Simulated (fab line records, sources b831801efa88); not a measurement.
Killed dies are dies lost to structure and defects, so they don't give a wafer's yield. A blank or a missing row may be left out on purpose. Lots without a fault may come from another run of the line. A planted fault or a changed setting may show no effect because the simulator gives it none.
Which tool did it? | flow gf180mcu | 6 lots, 18 wafers sampled, at 1 step of a route of 602

WHAT THE GAUGES READ, wafer by wafer
GF_POLY_GATE_THK_MEAS_17.
lot  | measured     | on            | POLY_GATE_OXIDATION_THK (nm)
L747 | day 9 20:46  | film_metro-03 | 3.93 3.90 3.88
L750 | day 10 18:46 | film_metro-03 | 3.92 3.95 4.07
L759 | day 13 09:30 | film_metro-01 | 3.88 3.82 3.90
L761 | day 14 04:03 | film_metro-02 | 3.88 3.96 3.88
L763 | day 14 23:21 | film_metro-02 | 4.03 3.96 4.04
L767 | day 15 23:13 | film_metro-02 | 4.01 3.98 4.00

WHICH TOOL RAN EACH LOT (tool, then ch and the chambers of the sampled wafers, then the start)
The record holds no process step before these readings.

THE ANSWER, worked out from the rows above alone
Rule: what is usual is taken from the lots themselves. Put in order of their means at a reading, lots are off if they are a third of the lots or fewer, leave a main group of 4 or more, and stand apart from it by a gap of 3 or more times the standard deviation of the main group's means; of several such gaps the widest counts. A main group whose means are all the same, to the digits that the tables above print for the reading, isn't used. A lot without any number at a reading at which 4 lots or more have one is off too. The other lots that the step has rows for count as sound.
No lot is off at any reading shown: from this, nothing can be told.

WHAT THE SIMULATOR HAD PUT IN
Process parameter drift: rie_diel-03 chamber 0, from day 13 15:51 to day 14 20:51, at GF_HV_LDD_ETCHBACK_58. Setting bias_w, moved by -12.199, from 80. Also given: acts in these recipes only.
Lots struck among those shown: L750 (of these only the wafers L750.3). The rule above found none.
